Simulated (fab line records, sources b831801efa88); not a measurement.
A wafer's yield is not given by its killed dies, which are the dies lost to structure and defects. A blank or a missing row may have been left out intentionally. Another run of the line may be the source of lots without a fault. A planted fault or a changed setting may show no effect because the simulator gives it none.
fab line records	flow sky130
record lots=6	wafers=17	lastDay=50
route steps=708 shown VIA2@521 METAL3@532
lots that met no fault: from a run of the same line without faults
startH: hours from the record's first day to the start of the lot's first wafer shown	waitH: how many hours have passed since the lot's step before this one	" the same as in the row above	L1.1+2: several wafers, shown together as one row	- no value, or no start given	* or withheld: withheld	< > ~ a bound
route shown NAME@n: names a module that has steps shown in the file, with the first one's number in the route	usual: mean/standard deviation taken from wafers without a fault	same: alike in all rows	chamber/n: place in a boat	sites: each site's reading	_std_site: the standard deviation of these	_edge_site: the outer-site mean with the inner-site mean subtracted	radiusMm: for every site, how far away it sits from the centre of the wafer	mask NAME#n: copy n	behind: the last tool/chamber to shape the wafer	hold: why the lot went on hold/how many hours it stayed there/how the hold came to an end	device: transistor that didn't switch, given as n, p or np	end of line: the tests these same wafers got at the end of their route	step lacking rows: just its recipe	killed: the dies lost at the first sort to structure and to defects; this is not the yield of the wafer	map: shows each die of a wafer: x if killed, . if not, _ if none is there
set.NAME: the setting as run; set.NAME@STEP: as run at that earlier step	model.NAME: the simulator's own value behind a step, which no gauge read
lots at some steps of the route; a table a step, a row a wafer
services: from which hour (startH, from the record's first day; less than 0 if before it) a tool's chamber was out of use, for how many hours, and why
## steps
# step SKY_VIA2_ETCH_14
# recipe chemistry=N2/H2	target=BARC	ionEnergyEv=200	sourceW=500	biasW=100	pressureMtorr=30	n2FlowSccm=100	h2FlowSccm=200	stopOn=SiO2	timeS=45.9	targetDepthA=600
# usual drypumpMotorCurrentA=5.74/0.25	oesProductAu=0.856/0.0046	throttleValvePct=13.223/0.01
lot.wafer	tool	chamber	startH	waitH	drypumpMotorCurrentA	oesProductAu	rfHoursCounterH	throttleValvePct
L460.1	rieDiel-03	2	862.38	0.0	6.23	0.855	16	13.205
L460.2	"	1	"	"	5.78	0.853	3	13.210
L460.3	"	3	"	"	6.22	0.861	24	13.235
L465.1	rieDiel-02	0	902.16	0.0	5.51	0.853	5	13.216
L465.5	"	2	"	"	5.76	0.857	-	13.211
L465.6	"	3	"	"	5.90	0.856	-	13.222
L473.5	rieDiel-01	2	962.65	0.0	5.83	0.857	-	13.224
L473.6	"	3	"	"	5.82	0.852	-	13.217
L474.3	rieDiel-02	0	968.68	0.0	5.53	0.856	8	13.221
L474.4	"	0	"	"	5.53	0.845	-	13.218
L474.6	"	3	"	"	5.90	0.851	-	13.240
L480.3	rieDiel-02	1	1001.32	0.0	5.66	0.852	2	13.227
L480.5	"	2	"	"	5.77	0.859	-	13.232
L480.6	"	1	"	"	5.65	0.853	-	13.240
L481.1	rieDiel-01	0	1008.16	0.0	5.72	0.862	1	13.227
L481.3	"	1	"	"	5.40	0.855	24	13.209
L481.5	"	2	"	"	5.84	0.851	-	13.223
# step SKY_VIA2_ETCH_15
# recipe target=SiO2	chemistry=C4F8/O2/Ar	targetDepthNm=546	stopOn=TiN	maskMaterial=KrF-thick	sourceW=1500	biasW=1200	pressureMtorr=40	c4f8FlowSccm=withheld	O2_flow_sccm=6	Ar_flow_sccm=300	timeS=84
# usual oesProductAu=0.940/0.0052
lot.wafer	tool	chamber	startH	waitH	oesProductAu	rfHoursCounterH
L460.1	rieDiel-03	2	862.42	0.0	0.942	16
L460.2	"	1	"	"	0.939	3
L460.3	"	3	"	"	0.942	24
L465.1	rieDiel-02	0	902.20	0.0	0.943	6
L465.5	"	2	"	"	0.939	-
L465.6	"	3	"	"	0.946	-
L473.5	rieDiel-01	2	962.71	0.0	0.941	-
L473.6	"	3	"	"	0.944	-
L474.3	rieDiel-02	0	968.72	0.0	0.934	8
L474.4	"	0	"	"	0.940	-
L474.6	"	3	"	"	0.939	-
L480.3	rieDiel-02	1	1001.36	0.0	0.941	2
L480.5	"	2	"	"	0.939	-
L480.6	"	1	"	"	0.942	-
L481.1	rieDiel-01	0	1008.20	0.0	0.937	1
L481.3	"	1	"	"	0.942	24
L481.5	"	2	"	"	0.946	-
# step SKY_VIA2_STRIP_16
# recipe chemistry=O2/N2	powerW=1400	pressureMtorr=1500	platenTempC=withheld	o2FlowSccm=3000	n2FlowSccm=300	overashFraction=0.5
# usual drypumpMotorCurrentA=5.56/0.25	oesProductAu=0.398/0.0047	stripTimeToEndpointS=4.066/0.029
lot.wafer	tool	chamber	startH	waitH	drypumpMotorCurrentA	oesProductAu	rfHoursCounterH	stripTimeToEndpointS
L460.1	plasmaAsher-03	1	862.49	0.0	5.24	0.406	101	4.120
L460.2	"	0	"	"	5.39	0.396	101	4.117
L460.3	"	0	"	"	5.42	0.396	-	4.082
L465.1	plasmaAsher-01	0	902.27	0.0	5.32	0.392	46	4.047
L465.5	"	0	"	"	5.33	0.399	-	4.058
L465.6	"	1	"	"	5.85	0.400	-	4.036
L473.5	plasmaAsher-04	1	962.80	0.1	5.86	0.404	-	4.038
L473.6	"	0	"	"	5.71	0.393	-	4.059
L474.3	plasmaAsher-03	1	968.82	0.1	5.21	0.400	-	4.040
L474.4	"	0	"	"	5.42	0.401	-	4.042
L474.6	"	1	"	"	5.20	0.399	-	4.050
L480.3	plasmaAsher-04	1	1001.46	0.1	5.88	0.394	-	4.051
L480.5	"	1	"	"	5.87	0.401	-	4.079
L480.6	"	0	"	"	5.69	0.399	-	4.077
L481.1	plasmaAsher-03	1	1008.27	0.0	5.22	0.395	117	4.061
L481.3	"	0	"	"	5.44	0.407	-	4.100
L481.5	"	0	"	"	5.40	0.402	-	4.081
# step SKY_VIA2_STRIP_17
# recipe chemistry=postEtchResidueRemover	timeS=1200	tempC=72.5
# step SKY_VIA2_CLEAN_18
# recipe chemistry=IPA	timeS=180	tempC=25
# step SKY_VIA2_CLEAN_19
# recipe chemistry=O3/DIW	dry=n2Spin
# step SKY_VIA2_SPUTTER_20
# recipe material=TiN	targetThkNm=20	chamberPressurePa=5	powerW=4000	timeS=80
# step SKY_VIA2_CVD_21
# recipe material=W	targetThkNm=420	timeS=126.4	tempC=400	pressureTorr=40
# step SKY_VIA2_RS_MEAS_22
# recipe thkMeasGauge=four-point-probe	reads=W_of_VIA2_CVD_21+TiN_of_VIA2_SPUTTER_20
# usual VIA2_W_RS=0.2739/0.0028
lot.wafer	tool	chamber	startH	waitH	VIA2_W_RS[ohm/sq]
L460.1	filmMetro-01	-	863.31	0.1	0.2718
L460.2	"	-	"	"	0.2762
L460.3	"	-	"	"	0.2716
L465.1	filmMetro-03	-	903.05	0.1	0.2729
L465.5	"	-	"	"	0.2714
L465.6	"	-	"	"	0.2782
L473.5	filmMetro-03	-	963.67	0.1	0.2739
L473.6	"	-	"	"	0.2731
L474.3	filmMetro-01	-	969.65	0.1	0.2716
L474.4	"	-	"	"	0.2716
L474.6	"	-	"	"	0.2736
L480.3	filmMetro-02	-	1002.26	0.1	0.2779
L480.5	"	-	"	"	0.2770
L480.6	"	-	"	"	0.2719
L481.1	filmMetro-03	-	1009.05	0.1	0.2768
L481.3	"	-	"	"	0.2747
L481.5	"	-	"	"	0.2798
# step SKY_VIA2_THK_MEAS_23
# recipe thkMeasGauge=xrf	reads=W_of_VIA2_CVD_21
# usual VIA2_W_THK=424/6.6
lot.wafer	tool	chamber	startH	waitH	VIA2_W_THK[nm]
L460.1	filmMetro-01	-	863.43	0.1	428
L460.2	"	-	"	"	419
L460.3	"	-	"	"	427
L465.1	filmMetro-03	-	903.17	0.1	426
L465.5	"	-	"	"	429
L465.6	"	-	"	"	421
L473.5	filmMetro-03	-	963.75	0.1	423
L473.6	"	-	"	"	424
L474.3	filmMetro-01	-	969.75	0.1	426
L474.4	"	-	"	"	425
L474.6	"	-	"	"	422
L480.3	filmMetro-02	-	1002.36	0.1	414
L480.5	"	-	"	"	414
L480.6	"	-	"	"	422
L481.1	filmMetro-03	-	1009.17	0.1	421
L481.3	"	-	"	"	421
L481.5	"	-	"	"	417
# step SKY_VIA2_CMP_24
# recipe stopOn=SiO2	tOverpolishS=20	downForcePsi=3.5	platenRpm=60	targetThkNm=0	padVelocityMS=0.94248
# usual motorCurrentA=10.8/1.1	overpolishRunS=20.000/0.0087	slurryFlowMlMin=149.9/0.48	timeToEndpointS=101/4.3
lot.wafer	tool	chamber	startH	waitH	motorCurrentA	overpolishRunS	slurryFlowMlMin	timeToEndpointS
L460.3	cmp-01	1	863.54	0.1	9.7	20.007	149.7	104
L460.1	"	2	"	"	10.0	19.997	149.1	109
L460.2	"	3	"	"	12.8	19.997	149.7	106
L465.1	cmp-01	1	903.23	0.1	9.9	19.998	149.9	101
L465.5	"	1	"	"	9.2	19.997	150.7	99
L465.6	"	2	"	"	9.4	19.994	150.0	102
L473.5	cmp-02	1	963.97	0.2	10.3	20.000	149.8	99
L473.6	"	2	"	"	11.3	19.990	148.1	97
L474.3	cmp-02	2	969.79	0.0	11.0	19.999	150.5	103
L474.4	"	3	"	"	9.9	20.008	149.3	104
L474.6	"	3	"	"	9.8	20.005	149.4	98
L480.3	cmp-02	0	1002.45	0.1	10.3	20.010	150.4	98
L480.6	"	3	"	"	10.0	20.004	149.9	97
L480.5	"	0	"	"	9.7	19.993	150.8	101
L481.1	cmp-01	3	1009.40	0.2	13.5	20.016	150.5	103
L481.3	"	2	"	"	10.0	20.013	149.8	101
L481.5	"	0	"	"	12.2	20.005	149.9	100
# step SKY_METAL3_SPUTTER_00
# recipe material=Ti	targetThkNm=15	powerW=3000	timeS=10	chamberPressurePa=0.4
# step SKY_METAL3_SPUTTER_01
# recipe material=TiN	targetThkNm=20	powerW=6500	timeS=16.7	chamberPressurePa=0.4
# usual throttleValvePct=29.4/0.93
lot.wafer	tool	chamber	startH	waitH	throttleValvePct	model.TiN_of_METAL3_SPUTTER_01.thkNm
L460.1	pvdSputter-02	-	863.81	0.0	28.7	20.34
L460.2	"	-	"	"	28.9	20.07
L460.3	"	-	"	"	28.7	20.41
L465.1	pvdSputter-04	-	903.57	0.0	31.6	19.63
L465.5	"	-	"	"	29.7	19.41
L465.6	"	-	"	"	30.0	19.63
L473.5	pvdSputter-02	-	964.11	0.0	28.9	11.13
L473.6	"	-	"	"	28.7	20.42
L474.3	pvdSputter-02	-	970.11	0.0	28.6	11.42
L474.4	"	-	"	"	28.6	20.32
L474.6	"	-	"	"	28.3	20.29
L480.3	pvdSputter-03	-	1002.72	0.0	29.8	19.95
L480.5	"	-	"	"	30.6	19.7
L480.6	"	-	"	"	28.1	20.38
L481.1	pvdSputter-04	-	1009.72	0.0	30.0	19.62
L481.3	"	-	"	"	29.8	19.34
L481.5	"	-	"	"	29.7	19.35
# step SKY_METAL3_SPUTTER_02
# recipe material=AlCu	targetThkNm=735	powerW=10600	timeS=39.1	chamberPressurePa=0.4
# usual throttleValvePct=29.3/0.94
lot.wafer	tool	chamber	startH	waitH	throttleValvePct
L460.1	pvdSputter-02	-	863.84	0.0	28.8
L460.2	"	-	"	"	28.8
L460.3	"	-	"	"	28.4
L465.1	pvdSputter-04	-	903.63	0.0	31.5
L465.5	"	-	"	"	29.6
L465.6	"	-	"	"	30.4
L473.5	pvdSputter-02	-	964.14	0.0	28.7
L473.6	"	-	"	"	28.7
L474.3	pvdSputter-02	-	970.14	0.0	28.7
L474.4	"	-	"	"	28.4
L474.6	"	-	"	"	28.3
L480.3	pvdSputter-03	-	1002.74	0.0	29.6
L480.5	"	-	"	"	30.8
L480.6	"	-	"	"	28.4
L481.1	pvdSputter-04	-	1009.75	0.0	30.2
L481.3	"	-	"	"	29.8
L481.5	"	-	"	"	29.6
## services
tool	chamber	startH	hours	kind
cmp-01	-	844.22	3.2	pm
rieDiel-02	0	850.64	8.4	repair
rieDiel-02	2	850.67	4.4	repair
cmp-02	-	857.00	0.8	repair
rieDiel-02	1	869.04	123.3	repair
rieDiel-01	0	875.66	63.3	repair
plasmaAsher-04	-	895.76	11.9	repair
rieDiel-01	-	898.31	15.6	pm
cmp-02	-	912.00	4.0	pm
plasmaAsher-01	-	913.27	14.6	pm
pvdSputter-02	-	913.45	2.1	repair
rieDiel-01	2	926.76	5.8	repair
rieDiel-01	1	927.84	7.1	repair
pvdSputter-04	-	931.62	4.3	repair
pvdSputter-02	-	960.08	1.2	repair
plasmaAsher-04	-	962.06	0.3	repair
pvdSputter-03	-	969.41	24.1	repair
rieDiel-02	0	970.01	13.3	repair
pvdSputter-02	-	974.01	4.9	repair
rieDiel-03	3	986.10	3.6	repair
cmp-02	-	991.63	1.6	repair
rieDiel-01	1	995.48	9.3	repair
cmp-02	-	995.96	5.6	repair
cmp-02	-	1005.46	4.9	pm
## key
firstSign none at tools or gauges
modelEffect step=SKY_METAL3_SPUTTER_01	value=TiN_of_METAL3_SPUTTER_01.thkNm	without=20.38	struck=11.27
metAt SKY_METAL3_SPUTTER_01
struckWafers L473.5,L474.3
onsetBetween 863.81 964.11
fault kind=processParameterDrift	tool=pvdSputter-02	chamber=-	onsetH=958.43	steps=SKY_METAL3_SPUTTER_01	channel=targetThkNm	offset=-9.1034	shape=step	endH=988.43	scope=struckWafersOnly	actsIn=theseRecipesOnly	stated=20
